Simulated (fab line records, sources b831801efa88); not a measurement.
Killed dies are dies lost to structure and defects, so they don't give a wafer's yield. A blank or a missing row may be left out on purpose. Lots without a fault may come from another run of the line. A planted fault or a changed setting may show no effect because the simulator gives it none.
A struck lot beside a sound one | flow sky130 | 18 steps out of a route of 708
Sound: wafers L713.4, L713.5, L713.6. Struck: wafer L726.5. (L726.1, L726.4 of the same lot were not struck and are left out.) The cause comes at the end.
At each step with rows: each side's tool, then ch and its chambers, then its first start. Under that, the readings that differ: sound wafers | struck wafers | difference of the means | sigmas: that difference in standard deviations of wafers without a fault.
alike: readings whose means differ by less than 2 such deviations, and words and numbers that are the same on both sides. not compared: withheld readings, readings that some wafer has no value for, bounds like >300 that may hide the same value, and numbers for which the record gives no deviation and whose values overlap.
The two part at a step that has a row with sigmas, a row that says differs or no value, or rows on one side only. Numbers that don't overlap but have no deviation are shown without sigmas and don't part them. A reading that every wafer of one side lacks parts them only if that side has two wafers or more.

first, 5 steps without rows for these wafers: SKY_VIA4_COAT_06 (resist thk 1140 nm); SKY_VIA4_SOFTBAKE_07 (time 60 s); SKY_VIA4_EXPOSE_08 (exposes mask VIM4, target cd 800 nm); SKY_VIA4_PEB_09; SKY_VIA4_DEVELOP_10 (develop time 60 s).
SKY_VIA4_OVL_MEAS_11:
  sound on overlay-02, day 42 19:17; struck on overlay-02, day 46 11:07
  alike: VIA4_OVL
SKY_VIA4_ETCH_12: etches SiO2 in C4F8/O2/Ar, stops on TiN, target depth 580 nm.
  sound on rie_diel-04 ch 1,2, day 42 19:18; struck on rie_diel-03 ch 2, day 46 11:09
  alike: oes_product_au
SKY_VIA4_STRIP_13: strips in O2/N2.
  sound on plasma_asher-03 ch 0,1, day 42 19:25; struck on plasma_asher-01 ch 0, day 46 11:13
  alike: drypump_motor_current_A, oes_product_au, strip_time_to_endpoint_s
  not compared: rf_hours_counter_h
then, 3 steps without rows for these wafers: SKY_VIA4_STRIP_14 (strips in post etch residue remover, time 1200 s); SKY_VIA4_CLEAN_15 (cleans in IPA, time 180 s); SKY_VIA4_CLEAN_16 (cleans in O3/DIW).
SKY_VIA4_SPUTTER_17: material TiN, target thk 20 nm, time 80 s.
  sound on pvd_sputter-01, day 42 20:19; struck on pvd_sputter-01, day 46 11:49
  alike: cathode_dc_power_W, chamber_pressure_pa, throttle_valve_pct
SKY_VIA4_CVD_18: deposits W, target thk 505 nm, time 152.14 s.
  sound on cvd_w-01 ch 0,1, day 42 20:26; struck on cvd_w-02 ch 0, day 46 11:52
  reading                            | sound                | struck | difference | sigmas
  heater_power_outer_w (W)           | 558 550 515          | 442    | -99        | -5
  heater_power_w (W)                 | 896 897 818          | 725    | -145       | -4
  susceptor_temp_C (C)               | 399.63 399.71 400.03 | 384.75 | -15.04     | -63
  model.W_of_VIA4_CVD_18.thk_nm (nm) | 491.6 492.7 511      | 380.8  | -117.6     |
SKY_VIA4_RS_MEAS_19: measures by four-point-probe.
  sound on film_metro-04, day 42 20:35; struck on film_metro-03, day 46 12:01
  reading            | sound             | struck | difference | sigmas
  VIA4_W_RS (ohm/sq) | 0.232 0.232 0.223 | 0.300  | +0.071     | +16
SKY_VIA4_THK_MEAS_20: measures by xrf.
  sound on film_metro-04, day 42 20:41; struck on film_metro-03, day 46 12:08
  reading         | sound       | struck | difference | sigmas
  VIA4_W_THK (nm) | 487 490 506 | 378    | -116       | -12
SKY_VIA4_CMP_21: polishes, stops on SiO2, t overpolish 25 s, target thk 0 nm.
  sound on cmp-02 ch 0,2,3, day 42 20:49; struck on cmp-01 ch 1, day 46 12:18
  reading                | sound       | struck | difference | sigmas
  time_to_endpoint_s (s) | 112 114 115 | 92     | -22        | -5
  alike: motor_current_A
SKY_METAL5_SPUTTER_00: material Ti, target thk 15 nm, time 10 s.
  sound on pvd_sputter-04, day 42 21:01; struck on pvd_sputter-01, day 46 12:30
  alike: cathode_dc_power_W, chamber_pressure_pa, throttle_valve_pct
then, 1 step without rows for these wafers: SKY_PAD_OPEN_PROBE_99.

WHERE THEY PART
First at SKY_VIA4_CVD_18; last, within this record, at SKY_VIA4_CMP_21. Later steps at which nothing parts them and some readings are alike: SKY_METAL5_SPUTTER_00.

WHY: what the simulator had put in
Process parameter drift: cvd_w-02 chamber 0, from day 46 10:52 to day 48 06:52, at SKY_VIA4_CVD_18. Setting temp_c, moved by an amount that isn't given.
